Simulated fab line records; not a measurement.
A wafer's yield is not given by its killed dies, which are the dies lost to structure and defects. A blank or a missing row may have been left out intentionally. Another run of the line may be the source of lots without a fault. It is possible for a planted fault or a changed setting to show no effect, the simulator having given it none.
What tool caused it? :: flow sky130 :: Sampling: 14 lots, 42 wafers, 2 of 708 route steps

== WHAT THE GAUGES READ, wafer by wafer ==
Not one reading of a measure or inspect step in the record can be checked against a usual standard deviation.

== WHAT TOOL EACH LOT RAN ON (gives the tool, then ch and the chambers of the sampled wafers, and finally the start) ==
lot: L384
SKY_VIA4_SOFTBAKE_07: lithoTrack-02 ch 0, day 42 09:25
SKY_PAD_OPEN_PROBE_99: -

lot: L385
SKY_VIA4_SOFTBAKE_07: lithoTrack-04 ch 0, day 42 14:11
SKY_PAD_OPEN_PROBE_99: -

lot: L386
SKY_VIA4_SOFTBAKE_07: lithoTrack-02 ch 0, day 43 03:31
SKY_PAD_OPEN_PROBE_99: -

lot: L387
SKY_VIA4_SOFTBAKE_07: lithoTrack-01 ch 0, day 43 06:39
SKY_PAD_OPEN_PROBE_99: -

lot: L388
SKY_VIA4_SOFTBAKE_07: lithoTrack-02 ch 0, day 43 19:16
SKY_PAD_OPEN_PROBE_99: -

lot: L389
SKY_VIA4_SOFTBAKE_07: lithoTrack-01 ch 0, day 44 01:04
SKY_PAD_OPEN_PROBE_99: prober-01, day 47 08:07

lot: L390
SKY_VIA4_SOFTBAKE_07: lithoTrack-01 ch 0, day 44 01:40
SKY_PAD_OPEN_PROBE_99: -

lot: L391
SKY_VIA4_SOFTBAKE_07: lithoTrack-01 ch 0, day 44 05:45
SKY_PAD_OPEN_PROBE_99: -

lot: L392
SKY_VIA4_SOFTBAKE_07: lithoTrack-02 ch 0, day 44 12:41
SKY_PAD_OPEN_PROBE_99: -

lot: L393
SKY_VIA4_SOFTBAKE_07: lithoTrack-01 ch 0, day 44 19:36
SKY_PAD_OPEN_PROBE_99: -

lot: L402
SKY_VIA4_SOFTBAKE_07: lithoTrack-04 ch 0, day 47 02:44
SKY_PAD_OPEN_PROBE_99: -

lot: L403
SKY_VIA4_SOFTBAKE_07: lithoTrack-04 ch 0, day 47 09:08
SKY_PAD_OPEN_PROBE_99: -

lot: L404
SKY_VIA4_SOFTBAKE_07: lithoTrack-02 ch 0, day 47 11:52
SKY_PAD_OPEN_PROBE_99: -

lot: L405
SKY_VIA4_SOFTBAKE_07: lithoTrack-02 ch 0, day 47 19:31
SKY_PAD_OPEN_PROBE_99: -
- SKY_VIA4_SOFTBAKE_07: time 60 s.
- SKY_PAD_OPEN_PROBE_99

== AS READ BY THE TOOLS THEMSELVES (means over the sampled wafers that have a number; for cases with no such wafer, the mark the record gives instead) ==
SKY_VIA4_SOFTBAKE_07. Usual: chillPlateTempC 23.00 C, standard deviation 0.086; plateTempC 90.01 C, standard deviation 0.12; runLengthS 89.28 s, standard deviation 0.19.
lot: L384
tool: lithoTrack-02
chillPlateTempC (C): 22.95
plateTempC (C): 90.15
runLengthS (s): 89.23
flag: 

lot: L385
tool: lithoTrack-04
chillPlateTempC (C): 23.01
plateTempC (C): 90.00
runLengthS (s): 89.64
flag: 

lot: L386
tool: lithoTrack-02
chillPlateTempC (C): 22.95
plateTempC (C): 90.04
runLengthS (s): 89.36
flag: 

lot: L387
tool: lithoTrack-01
chillPlateTempC (C): 22.95
plateTempC (C): 89.93
runLengthS (s): 89.03
flag: 

lot: L388
tool: lithoTrack-02
chillPlateTempC (C): 23.07
plateTempC (C): 90.07
runLengthS (s): 89.31
flag: 

lot: L389
tool: lithoTrack-01
chillPlateTempC (C): 23.12
plateTempC (C): 89.95
runLengthS (s): 89.09
flag: 

lot: L390
tool: lithoTrack-01
chillPlateTempC (C): 22.91
plateTempC (C): 90.11
runLengthS (s): 88.98
flag: 

lot: L391
tool: lithoTrack-01
chillPlateTempC (C): 22.98
plateTempC (C): 89.99
runLengthS (s): 89.24
flag: 

lot: L392
tool: lithoTrack-02
chillPlateTempC (C): 23.05
plateTempC (C): 89.90
runLengthS (s): 89.32
flag: 

lot: L393
tool: lithoTrack-01
chillPlateTempC (C): 22.99
plateTempC (C): 90.08
runLengthS (s): 89.05
flag: 

lot: L402
tool: lithoTrack-04
chillPlateTempC (C): 22.96
plateTempC (C): 89.92
runLengthS (s): 90.68
flag: OFF

lot: L403
tool: lithoTrack-04
chillPlateTempC (C): 22.88
plateTempC (C): 90.05
runLengthS (s): 90.72
flag: OFF

lot: L404
tool: lithoTrack-02
chillPlateTempC (C): 22.93
plateTempC (C): 89.95
runLengthS (s): 89.21
flag: 

lot: L405
tool: lithoTrack-02
chillPlateTempC (C): 22.93
plateTempC (C): 89.92
runLengthS (s): 89.35
flag: 

SKY_PAD_OPEN_PROBE_99. Usual: defectLimitedYield 82.5 %, standard deviation 1.7; killed_at_M0_to_M3 42, standard deviation 6.1; killed_at_M4_up 3.1, standard deviation 1.7; killedAtContacts 24, standard deviation 5.5; killedAtFrontEnd 16, standard deviation 4.1; killedAtOther 0.3, standard deviation 0.57; killedDies 86, standard deviation 8.2; killedOpen 47, standard deviation 6.8; killedShort 38, standard deviation 5.8; sort_bin_3_pad_short 0.8 %, standard deviation 0.42; sort_bin_5_function 10.2 %, standard deviation 1.3; sort_bin_6_memory 6.4 %, standard deviation 1; sortNPass 406, standard deviation 8.2; sortYieldPct 82.5 %, standard deviation 1.7.
lot: L389
tool: prober-01
defectLimitedYield (%): 82.6
killed_at_M0_to_M3: 41
killed_at_M4_up: 2.7
killedAtContacts: 25
killedAtFrontEnd: 16
killedAtOther: 0.3
killedDies: 85
killedOpen: 47
killedShort: 39
sort_bin_3_pad_short (%): 0.8
sort_bin_5_function (%): 9.8
sort_bin_6_memory (%): 6.7
sortNPass: 407
sortYieldPct (%): 82.6
flag: 

== THE ANSWER, worked out from the rows above alone ==
Rule: lot off if the mean of its wafers having a number is beyond 3 standard deviations from the usual mean. Also off: a lot with no number at a reading for which 4 or more lots have one. Where the step has rows for the other lots, those lots are counted as sound. The gauges are gone through in route order, then the tools' own readings, and for those a lot's mean is taken as printed above. At the first step where some lot is off, the reading lying furthest off is the one used; lots without a number count as furthest.
Off: L402, L403, at SKY_VIA4_SOFTBAKE_07 (runLengthS).
If a tool, at that step or one of the process steps before it, ran each lot that is off and ran no sound lot following the first of them, it fits. One fits: lithoTrack-04 at SKY_VIA4_SOFTBAKE_07. Its last sound lot is L385 (day 42 14:11), its first lot that is off L402 (day 47 02:44): a fault that began between those two fits.
On the lots that are off, the tool's own readings at SKY_VIA4_SOFTBAKE_07 differ by more than 5 times the standard deviation of the sound lots' means, which bears it out; runLengthS reads 90.70 s there versus 89.23 s on the sound lots.

== WHAT WAS PUT IN BY THE SIMULATOR ==
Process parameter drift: lithoTrack-04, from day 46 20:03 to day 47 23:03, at SKY_VIA4_SOFTBAKE_07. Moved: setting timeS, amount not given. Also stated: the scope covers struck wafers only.
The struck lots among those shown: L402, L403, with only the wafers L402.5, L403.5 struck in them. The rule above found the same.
